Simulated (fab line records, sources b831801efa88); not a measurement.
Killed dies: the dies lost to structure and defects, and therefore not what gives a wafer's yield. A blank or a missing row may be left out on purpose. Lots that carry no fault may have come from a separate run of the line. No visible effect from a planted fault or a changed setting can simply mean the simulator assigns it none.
Which tool was responsible? | flow gf180mcu | 7 lots (21 wafers sampled), 1 step of a 602-step route

== WHAT THE GAUGES SHOWED, per wafer ==
GF_V4_CD_MEAS_14: target cd 260 nm.
lot  | measured     | on        | cd-nm (nm)
L684 | day 25 00:31 | cd-sem-02 | 259.6 261.0 260.3
L690 | day 26 18:02 | cd-sem-02 | 258.3 259.2 260.1
L692 | day 27 12:49 | cd-sem-02 | 259.3 259.6 259.6
L700 | day 30 02:05 | cd-sem-01 | 260.0 259.7 259.4
L702 | day 30 08:49 | cd-sem-01 | 257.8 257.4 257.5
L704 | day 30 21:17 | cd-sem-02 | 261.0 260.0 261.0
L706 | day 31 09:35 | cd-sem-02 | 258.3 259.4 258.7

== TOOL THAT RAN EACH LOT (tool first, then ch and the chambers of the sampled wafers, then the start) ==
Record: no process step prior to these readings.

== THE ANSWER, worked out from the rows above alone ==
Rule: usual is defined by the lots themselves. The widest of any qualifying gaps counts: lots, ordered by their means at a reading, are off when they make up no more than a third of the lots, leave a main group of 4 or more, and stand apart from it by 3 or more times the standard deviation of that group's means. Not used: any main group whose means are identical at the precision the tables above print for the reading. A lot without any number at a reading at which 4 lots or more have one is off too. Where the step has rows for the other lots, those lots are counted as sound.
No lot is off at any reading shown: from this, nothing can be told.

== WHAT WAS PUT IN BY THE SIMULATOR ==
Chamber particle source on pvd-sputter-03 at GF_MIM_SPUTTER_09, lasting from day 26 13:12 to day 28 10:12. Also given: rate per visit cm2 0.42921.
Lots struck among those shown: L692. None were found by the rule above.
